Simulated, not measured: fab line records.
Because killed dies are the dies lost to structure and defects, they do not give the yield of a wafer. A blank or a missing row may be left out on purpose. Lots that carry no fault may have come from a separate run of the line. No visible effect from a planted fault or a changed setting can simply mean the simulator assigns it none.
What tool caused it? | flow sky130 | 30 wafers from 10 lots sampled at 4 of the route's 708 steps

WHAT THE GAUGES SHOWED, per wafer
SKY_SONOS_TUNNEL_CD_MEAS_07: target cd 410 nm.
lot  | measured     | on       | cdNm (nm)
L671 | day 11 13:38 | cdSem-01 | 410.0 410.6 408.8
L672 | day 11 19:17 | cdSem-02 | 411.1 412.2 411.8
L673 | day 12 04:01 | cdSem-01 | 409.9 408.6 407.4
L674 | day 12 12:15 | cdSem-02 | 408.8 406.6 404.5
L677 | day 13 11:11 | cdSem-01 | 413.1 416.6 414.2
L678 | day 13 20:13 | cdSem-02 | 406.1 404.1 405.7
L679 | day 14 08:47 | cdSem-01 | 409.6 408.9 408.9
L680 | day 14 09:43 | cdSem-01 | 410.9 412.3 410.2
L687 | day 16 23:53 | cdSem-01 | 412.9 414.4 413.4
L688 | day 17 08:29 | cdSem-02 | 407.0 406.2 409.0

SKY_SONOS_TUNNEL_OVL_MEAS_08.
lot  | measured     | on         | SONOS_TUNNEL_OVL (nm)
L671 | day 11 13:45 | overlay-01 | 1.7 1.9 3.1
L672 | day 11 19:22 | overlay-01 | 0.0 1.5 1.3
L673 | day 12 04:08 | overlay-01 | 0.4 1.6 1.0
L674 | day 12 12:22 | overlay-02 | 0.1 0.7 2.3
L677 | day 13 11:18 | overlay-01 | 0.7 2.3 0.3
L678 | day 13 20:20 | overlay-01 | 1.2 1.3 0.7
L679 | day 14 08:54 | overlay-02 | -0.9 -2.8 -2.1
L680 | day 14 09:49 | overlay-02 | -0.2 0.5 -0.9
L687 | day 16 23:59 | overlay-02 | 0.2 1.6 0.4
L688 | day 17 08:36 | overlay-02 | 2.4 1.7 2.5

SKY_SPACER_THK_MEAS_01.
lot  | measured     | on           | SPACER_CVD_00_THK (nm)
L671 | day 23 04:15 | filmMetro-02 | 43.5 43.3 43.1
L672 | day 23 15:32 | filmMetro-04 | 42.4 42.7 42.5
L673 | day 23 17:33 | filmMetro-03 | 42.9 42.3 43.0
L674 | day 24 06:34 | filmMetro-03 | 42.7 42.5 42.7
L677 | day 25 06:08 | filmMetro-02 | 43.1 43.3 43.4
L678 | day 26 01:31 | filmMetro-03 | 42.7 43.1 43.0
L679 | day 26 16:54 | filmMetro-04 | 42.8 43.0 42.9
L680 | day 26 16:55 | filmMetro-03 | 43.6 43.6 43.3
L687 | day 29 08:26 | filmMetro-02 | 52.4 52.4 52.2 52.4 52.4 52.1
L688 | day 29 15:51 | filmMetro-04 | 52.7 53.1 52.8 52.7 53.1 52.8

WHICH TOOL RAN EACH LOT (tool, then ch and the chambers of the sampled wafers, then the start)
lot  | SKY_SPACER_CVD_00
L671 | lpcvd-02 ch 1, day 23 03:03
L672 | lpcvd-02 ch 0, day 23 14:17
L673 | lpcvd-02 ch 0, day 23 16:20
L674 | lpcvd-02 ch 0, day 24 05:21
L677 | lpcvd-02 ch 0, day 25 04:56
L678 | lpcvd-02 ch 1, day 25 23:42
L679 | lpcvd-02 ch 1, day 26 15:42
L680 | lpcvd-02 ch 1, day 26 15:42
L687 | lpcvd-02 ch 0, day 29 07:13
L688 | lpcvd-02 ch 1, day 29 14:38
- SKY_SPACER_CVD_00: deposits Si3N4 from DCS/NH3, target thk 43.1 nm, time 740 s.

WHAT THE TOOLS THEMSELVES READ (means of the sampled wafers that have a number; where no wafer has one, the mark that the record gives instead)
SKY_SPACER_CVD_00.
lot  | tool     | spikeTcBottomC (C) | spikeTcCentreC (C) | spikeTcLowerC (C) | spikeTcTopC (C) | spikeTcUpperC (C) | susceptorTempC (C) | zonePowerBottomPct (%) | zonePowerLowerPct (%)
L671 | lpcvd-02 | 790.9              | 770.6              | 768.5             | 782.6           | 768.1             | 770.1              | 19.7                   | 10.4
L672 | lpcvd-02 | 788.2              | 770.4              | 772.9             | 781.6           | 770.1             | 770.3              | 21.8                   | 14.8
L673 | lpcvd-02 | 788.8              | 770.5              | 771.7             | 781.5           | 769.3             | 770.0              | 21.8                   | 14.7
L674 | lpcvd-02 | 787.7              | 769.8              | 771.5             | 780.9           | 769.9             | 770.1              | 21.7                   | 14.9
L677 | lpcvd-02 | 788.8              | 769.8              | 771.4             | 780.9           | 770.6             | 770.0              | 21.5                   | 14.8
L678 | lpcvd-02 | 791.0              | 770.1              | 768.7             | 783.1           | 768.2             | 769.6              | 19.9                   | 10.5
L679 | lpcvd-02 | 790.6              | 770.2              | 768.9             | 782.9           | 768.1             | 770.3              | 20.1                   | 10.5
L680 | lpcvd-02 | 790.3              | 770.2              | 769.6             | 783.9           | 767.2             | 770.1              | 20.1                   | 10.6
L687 | lpcvd-02 | 799.1              | 780.6              | 782.4             | 791.6           | 780.2             | 780.4              | 22.3                   | 15.1
L688 | lpcvd-02 | 800.7              | 779.8              | 778.3             | 793.1           | 777.7             | 780.3              | 20.6                   | 10.8

THE ANSWER, worked out from the rows above alone
Rule: the lots themselves supply what counts as usual. Put in order of their means at a reading, lots are off if they are a third of the lots or fewer, leave a main group of 4 or more, and stand apart from it by a gap of 3 or more times the standard deviation of the main group's means; of several such gaps the widest counts. Not used: any main group whose means are identical at the precision the tables above print for the reading. A lot without any number at a reading at which 4 lots or more have one is off too. Where the step has rows for the other lots, those lots are counted as sound. The gauges are gone through in route order, then the tools' own readings, and for those a lot's mean is taken as printed above. The first step at which some lot is off is used, and at that step the reading that is off furthest; a lot without a number counts as furthest.
Off: L687, L688, seen at SKY_SPACER_THK_MEAS_01 (SPACER_CVD_00_THK). Main group: mean 43.0 nm, sd 0.32.
A tool fits if, at a process step before that reading, it ran every lot that is off, and no sound lot after the first of them. The gauges at SKY_SPACER_THK_MEAS_01 aren't tried: what is off there is off at SKY_SPACER_CVD_00 too, on other tools, and a gauge's error can't cause that. One fits: SKY_SPACER_CVD_00 on lpcvd-02. Its last sound lot is L679 (day 26 15:42), its first lot that is off L687 (day 29 07:13): a fault that began between those two fits.
The tool's own readings at SKY_SPACER_CVD_00 bear it out: on the lots that are off they differ by more than 5 times the standard deviation of the sound lots' means. spikeTcBottomC reads 799.9 C there against 789.5 C on the sound lots; spikeTcCentreC reads 780.2 C there against 770.2 C on the sound lots; spikeTcLowerC reads 780.3 C there against 770.4 C on the sound lots; spikeTcTopC reads 792.4 C there against 782.2 C on the sound lots; spikeTcUpperC reads 779.0 C there against 768.9 C on the sound lots; susceptorTempC reads 780.3 C there against 770.1 C on the sound lots.

WHAT THE SIMULATOR HAD INSERTED
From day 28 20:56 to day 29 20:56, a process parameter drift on lpcvd-02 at SKY_SPACER_CVD_00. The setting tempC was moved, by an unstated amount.
Lots struck among those shown: L687, L688. The rule above found the same.
